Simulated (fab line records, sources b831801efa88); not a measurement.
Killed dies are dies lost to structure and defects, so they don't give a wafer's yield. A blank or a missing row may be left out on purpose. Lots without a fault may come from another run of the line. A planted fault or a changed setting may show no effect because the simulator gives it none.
Which tool did it? | flow gf180mcu | 24 lots, 72 wafers sampled, at 6 steps of a route of 602

WHAT THE GAUGES READ, wafer by wafer
GF_PSD_TW_MEAS_11.
lot  | measured     | on            | PSD_TW
L074 | day 14 08:19 | film_metro-02 | 3180 3183 3181
L075 | day 14 14:20 | film_metro-03 | 3228 3240 3259
L076 | day 15 00:29 | film_metro-04 | 3158 3193 3184
L077 | day 15 11:56 | film_metro-02 | 3170 3177 3161
L078 | day 15 16:41 | film_metro-02 | 3168 3160 3177
L079 | day 16 04:45 | film_metro-04 | 3192 3190 3186
L080 | day 16 14:45 | film_metro-03 | 3271 3300 3270
L081 | day 16 21:44 | film_metro-03 | 3275 3276 3289
L082 | day 17 03:35 | film_metro-04 | 3203 3191 3194
L083 | day 17 13:32 | film_metro-04 | 3199 3184 3187
L084 | day 17 23:41 | film_metro-04 | 3199 3206 3202
L085 | day 18 04:08 | film_metro-02 | 3184 3182 3199
L086 | day 18 06:37 | film_metro-04 | 3186 3175 3186
L087 | day 18 21:59 | film_metro-04 | 3190 3181 3169
L088 | day 19 05:11 | film_metro-04 | 3175 3184 3185
L089 | day 19 15:30 | film_metro-03 | 3294 3270 3268
L090 | day 19 20:29 | film_metro-04 | 3203 3187 3187
L091 | day 20 04:59 | film_metro-04 | 3177 3177 3171
L092 | day 20 15:30 | film_metro-03 | 3269 3271 3284
L093 | day 20 23:50 | film_metro-03 | 3275 3274 3264
L094 | day 21 04:53 | film_metro-02 | 3160 3188 3180
L095 | day 21 12:50 | film_metro-03 | 3288 3287 3287
L096 | day 22 02:47 | film_metro-03 | 3266 3269 3265
L097 | day 22 03:24 | film_metro-03 | 3279 3301 3290

GF_V4_CD_MEAS_14: target cd 260 nm.
lot  | measured     | on        | cd_nm (nm)
L074 | day 24 13:05 | cd_sem-02 | 260.0 260.1 259.5
L075 | day 24 18:49 | cd_sem-01 | 261.5 260.4 260.9
L076 | day 25 06:43 | cd_sem-01 | 257.8 258.6 259.2
L077 | day 25 15:53 | cd_sem-02 | 260.2 258.4 259.3
L078 | day 25 20:37 | cd_sem-02 | 260.7 261.8 261.0
L079 | day 26 10:53 | cd_sem-01 | 259.4 258.1 260.1
L080 | day 26 18:20 | cd_sem-02 | 258.8 258.8 258.3
L081 | day 27 00:04 | cd_sem-01 | 261.3 261.4 261.4
L082 | day 27 05:26 | cd_sem-01 | 259.4 259.4 261.1
L083 | day 27 14:01 | cd_sem-01 | 259.9 257.9 258.7
L084 | day 27 23:14 | cd_sem-01 | 257.2 257.4 257.7
L085 | day 28 05:19 | cd_sem-02 | 259.8 260.5 259.4
L086 | day 28 04:44 | cd_sem-02 | 259.3 259.9 259.4
L087 | day 28 19:43 | cd_sem-02 | 259.6 259.9 259.8
L088 | day 28 22:37 | cd_sem-02 | 262.1 261.5 261.6
L089 | day 29 06:50 | cd_sem-01 | 260.7 261.2 261.3
L090 | day 29 12:38 | cd_sem-02 | 259.8 259.3 260.3
L091 | day 29 18:41 | cd_sem-01 | 260.3 261.0 259.6
L092 | day 30 02:32 | cd_sem-01 | 259.4 260.8 260.1
L093 | day 30 08:34 | cd_sem-02 | 261.2 261.1 261.8
L094 | day 30 13:01 | cd_sem-01 | 261.3 261.1 260.1
L095 | day 30 19:25 | cd_sem-02 | 261.3 261.2 262.2
L096 | day 31 05:13 | cd_sem-02 | 259.6 259.9 260.6
L097 | day 31 06:35 | cd_sem-01 | 258.7 258.6 257.1

GF_V5_RS_MEAS_24: measures by four-point-probe.
lot  | measured     | on            | V5_W_RS (ohm/sq)
L074 | day 27 08:46 | film_metro-02 | 0.324 0.327 0.327
L075 | day 27 14:26 | film_metro-03 | 0.326 0.325 0.326
L076 | day 28 01:31 | film_metro-01 | 0.329 0.322 0.324
L077 | day 28 10:13 | film_metro-03 | 0.329 0.332 0.331
L078 | day 28 14:14 | film_metro-01 | 0.327 0.326 0.327
L079 | day 29 03:47 | film_metro-02 | 0.331 0.330 0.329
L080 | day 29 09:20 | film_metro-01 | 0.327 0.332 0.325
L081 | day 29 15:14 | film_metro-03 | 0.322 0.327 0.320
L082 | day 29 20:06 | film_metro-02 | 0.328 0.326 0.325
L083 | day 30 03:50 | film_metro-02 | 0.327 0.330 0.333
L084 | day 30 12:20 | film_metro-01 | 0.319 0.325 0.322
L085 | day 30 18:44 | film_metro-02 | 0.320 0.330 0.327
L086 | day 30 17:34 | film_metro-01 | 0.326 0.327 0.326
L087 | day 31 07:04 | film_metro-01 | 0.321 0.321 0.320
L088 | day 31 10:42 | film_metro-03 | 0.324 0.323 0.326
L089 | day 31 17:55 | film_metro-03 | 0.330 0.328 0.328
L090 | day 31 23:34 | film_metro-01 | 0.321 0.325 0.322
L091 | day 32 04:11 | film_metro-01 | 0.328 0.324 0.325
L092 | day 32 12:01 | film_metro-03 | 0.323 0.323 0.322
L093 | day 32 17:08 | film_metro-02 | 0.330 0.325 0.327
L094 | day 32 21:04 | film_metro-01 | 0.333 0.332 0.334
L095 | day 33 03:10 | film_metro-02 | 0.331 0.331 0.328
L096 | day 33 11:40 | film_metro-03 | 0.328 0.325 0.327
L097 | day 33 12:26 | film_metro-03 | 0.330 0.324 0.329

WHICH TOOL RAN EACH LOT (tool, then ch and the chambers of the sampled wafers, then the start)
lot  | GF_M1_SPUTTER_01             | GF_V4_CMP_26                  | GF_V5_CVD_23
L074 | pvd_sputter-01, day 16 07:07 | cmp-01 ch 0,1,3, day 24 14:19 | cvd_w-02 ch 0,1, day 27 08:40
L075 | pvd_sputter-01, day 16 13:12 | cmp-02 ch 2,3, day 24 20:09   | cvd_w-02 ch 0,1, day 27 14:19
L076 | pvd_sputter-01, day 17 00:10 | cmp-02 ch 0,2,3, day 25 08:21 | cvd_w-02 ch 0,1, day 28 01:23
L077 | pvd_sputter-02, day 17 12:29 | cmp-02 ch 1,2,3, day 25 17:05 | cvd_w-01 ch 0,1, day 28 10:04
L078 | pvd_sputter-02, day 17 17:10 | cmp-02 ch 0,3, day 25 21:50   | cvd_w-02 ch 0,1, day 28 14:07
L079 | pvd_sputter-02, day 18 06:57 | cmp-01 ch 0,3, day 26 12:14   | cvd_w-01 ch 0,1, day 29 03:40
L080 | pvd_sputter-03, day 18 16:59 | cmp-02 ch 0,2,3, day 26 19:35 | cvd_w-02 ch 0,1, day 29 09:13
L081 | pvd_sputter-03, day 18 23:41 | cmp-01 ch 0,2,3, day 27 01:21 | cvd_w-02 ch 0,1, day 29 15:04
L082 | pvd_sputter-03, day 19 05:07 | cmp-01 ch 0,1,3, day 27 06:44 | cvd_w-01 ch 0,1, day 29 19:58
L083 | pvd_sputter-02, day 19 16:48 | cmp-02 ch 0,1,3, day 27 15:23 | cvd_w-01 ch 0, day 30 03:37
L084 | pvd_sputter-01, day 20 02:41 | cmp-01 ch 1,2,3, day 28 00:38 | cvd_w-02 ch 0,1, day 30 12:13
L085 | pvd_sputter-02, day 20 08:32 | cmp-01 ch 0,1,2, day 28 06:38 | cvd_w-02 ch 0,1, day 30 18:37
L086 | pvd_sputter-02, day 20 10:23 | cmp-02 ch 0,1,3, day 28 06:02 | cvd_w-02 ch 0,1, day 30 17:26
L087 | pvd_sputter-03, day 21 02:05 | cmp-02 ch 0,1,3, day 28 21:00 | cvd_w-02 ch 0,1, day 31 06:56
L088 | pvd_sputter-02, day 21 08:37 | cmp-02 ch 0,1,2, day 28 23:59 | cvd_w-02 ch 0,1, day 31 10:35
L089 | pvd_sputter-01, day 21 19:05 | cmp-01 ch 1,2,3, day 29 08:03 | cvd_w-01 ch 0,1, day 31 17:48
L090 | pvd_sputter-01, day 21 23:41 | cmp-02 ch 0,1,3, day 29 14:05 | cvd_w-02 ch 0,1, day 31 23:28
L091 | pvd_sputter-03, day 22 08:10 | cmp-02 ch 1,2, day 29 19:55   | cvd_w-02 ch 0,1, day 32 04:04
L092 | pvd_sputter-02, day 22 18:02 | cmp-01 ch 0,1, day 30 03:44   | cvd_w-02 ch 0,1, day 32 11:54
L093 | pvd_sputter-03, day 23 02:25 | cmp-01 ch 0,1,3, day 30 09:57 | cvd_w-02 ch 0,1, day 32 17:00
L094 | pvd_sputter-03, day 23 07:05 | cmp-02 ch 2,3, day 30 14:21   | cvd_w-01 ch 0,1, day 32 20:56
L095 | pvd_sputter-02, day 23 14:53 | cmp-01 ch 1,3, day 30 20:38   | cvd_w-01 ch 0,1, day 33 03:04
L096 | pvd_sputter-01, day 24 04:14 | cmp-01 ch 0,1,2, day 31 06:32 | cvd_w-02 ch 0,1, day 33 11:34
L097 | pvd_sputter-03, day 24 04:35 | cmp-02 ch 0,1, day 31 07:49   | cvd_w-02 ch 0,1, day 33 12:19
- GF_M1_SPUTTER_01: material TiN, target thk 30 nm, time 25 s.
- GF_V4_CMP_26: polishes, stops on SiO2, t overpolish 15 s, target thk 0 nm.
- GF_V5_CVD_23: deposits W, target thk 350 nm, time 104.9 s.

WHAT THE TOOLS THEMSELVES READ (means of the sampled wafers that have a number; where no wafer has one, the mark that the record gives instead)
GF_M1_SPUTTER_01.
lot  | tool           | chamber_pressure_pa (Pa) | throttle_valve_pct (%)
L074 | pvd_sputter-01 | 0.3997                   | 30.4
L075 | pvd_sputter-01 | 0.3997                   | 29.6
L076 | pvd_sputter-01 | 0.4001                   | 30.0
L077 | pvd_sputter-02 | 0.4010                   | 29.1
L078 | pvd_sputter-02 | 0.3999                   | 30.0
L079 | pvd_sputter-02 | 0.4006                   | 29.2
L080 | pvd_sputter-03 | 0.3990                   | 29.1
L081 | pvd_sputter-03 | 0.4001                   | 29.2
L082 | pvd_sputter-03 | 0.4004                   | 29.3
L083 | pvd_sputter-02 | 0.4003                   | 29.9
L084 | pvd_sputter-01 | 0.4004                   | 30.3
L085 | pvd_sputter-02 | 0.3998                   | 29.2
L086 | pvd_sputter-02 | 0.3998                   | 29.0
L087 | pvd_sputter-03 | 0.4006                   | 29.1
L088 | pvd_sputter-02 | 0.4007                   | 30.0
L089 | pvd_sputter-01 | 0.4000                   | 29.8
L090 | pvd_sputter-01 | 0.4004                   | 29.8
L091 | pvd_sputter-03 | 0.3993                   | 29.3
L092 | pvd_sputter-02 | 0.4002                   | 29.1
L093 | pvd_sputter-03 | 0.4001                   | 29.0
L094 | pvd_sputter-03 | 0.4006                   | 29.4
L095 | pvd_sputter-02 | 0.4002                   | 29.8
L096 | pvd_sputter-01 | 0.4000                   | 29.5
L097 | pvd_sputter-03 | 0.3990                   | 29.3

GF_V4_CMP_26.
lot  | tool   | head_pressure_psi (psi) | motor_current_A (A) | overpolish_run_s (s) | slurry_flow_ml_min | time_to_endpoint_s (s)
L074 | cmp-01 | 3.508                   | 9.9                 | 15.008               | 150.2              | 83
L075 | cmp-02 | 3.506                   | 10.4                | 15.001               | 150.4              | 87
L076 | cmp-02 | 3.502                   | 10.7                | 15.012               | 149.8              | 82
L077 | cmp-02 | 3.496                   | 11.3                | 15.003               | 150.1              | 79
L078 | cmp-02 | 3.495                   | 10.5                | 14.998               | 150.0              | 85
L079 | cmp-01 | 3.496                   | 9.1                 | 14.998               | 150.0              | 79
L080 | cmp-02 | 3.501                   | 10.6                | 15.006               | 149.5              | 83
L081 | cmp-01 | 3.500                   | 9.8                 | 15.000               | 149.7              | 86
L082 | cmp-01 | 3.503                   | 9.9                 | 15.001               | 150.5              | 83
L083 | cmp-02 | 3.511                   | 11.2                | 15.003               | 150.0              | 88
L084 | cmp-01 | 3.505                   | 11.2                | 15.000               | 149.8              | 83
L085 | cmp-01 | 3.495                   | 11.1                | 14.995               | 150.2              | 83
L086 | cmp-02 | 3.503                   | 11.0                | 15.003               | 149.4              | 86
L087 | cmp-02 | 3.502                   | 10.9                | 14.999               | 150.2              | 86
L088 | cmp-02 | 3.503                   | 11.2                | 14.994               | 150.0              | 87
L089 | cmp-01 | 3.491                   | 10.9                | 14.995               | 149.9              | 84
L090 | cmp-02 | 3.494                   | 10.9                | 15.000               | 150.3              | 85
L091 | cmp-02 | 3.494                   | 11.8                | 15.008               | 150.0              | 80
L092 | cmp-01 | 3.505                   | 9.9                 | 15.006               | 150.4              | 83
L093 | cmp-01 | 3.499                   | 10.1                | 15.000               | 149.8              | 81
L094 | cmp-02 | 3.503                   | 10.6                | 15.002               | 150.1              | 82
L095 | cmp-01 | 3.499                   | 11.0                | 15.004               | 149.9              | 82
L096 | cmp-01 | 3.496                   | 10.7                | 15.006               | 150.0              | 80
L097 | cmp-02 | 3.497                   | 12.3                | 14.997               | 149.3              | 86

GF_V5_CVD_23.
lot  | tool     | heater_power_w (W)
L074 | cvd_w-02 | 835
L075 | cvd_w-02 | 842
L076 | cvd_w-02 | 875
L077 | cvd_w-01 | 893
L078 | cvd_w-02 | 839
L079 | cvd_w-01 | 920
L080 | cvd_w-02 | 835
L081 | cvd_w-02 | 840
L082 | cvd_w-01 | 890
L083 | cvd_w-01 | 950
L084 | cvd_w-02 | 885
L085 | cvd_w-02 | 845
L086 | cvd_w-02 | 848
L087 | cvd_w-02 | 831
L088 | cvd_w-02 | 831
L089 | cvd_w-01 | 921
L090 | cvd_w-02 | 888
L091 | cvd_w-02 | 893
L092 | cvd_w-02 | 885
L093 | cvd_w-02 | 871
L094 | cvd_w-01 | 919
L095 | cvd_w-01 | 928
L096 | cvd_w-02 | 874
L097 | cvd_w-02 | 831

THE ANSWER, worked out from the rows above alone
Rule: what is usual is taken from the lots themselves. Put in order of their means at a reading, lots are off if they are a third of the lots or fewer, leave a main group of 4 or more, and stand apart from it by a gap of 3 or more times the standard deviation of the main group's means; of several such gaps the widest counts. A main group whose means are all the same, to the digits that the tables above print for the reading, isn't used. A lot without any number at a reading at which 4 lots or more have one is off too. The other lots that the step has rows for count as sound. The gauges are gone through in route order, then the tools' own readings, and for those a lot's mean is taken as printed above. The first step at which some lot is off is used, and at that step the reading that is off furthest; a lot without a number counts as furthest.
No lot is off at any reading shown: from this, nothing can be told.

WHAT THE SIMULATOR HAD PUT IN
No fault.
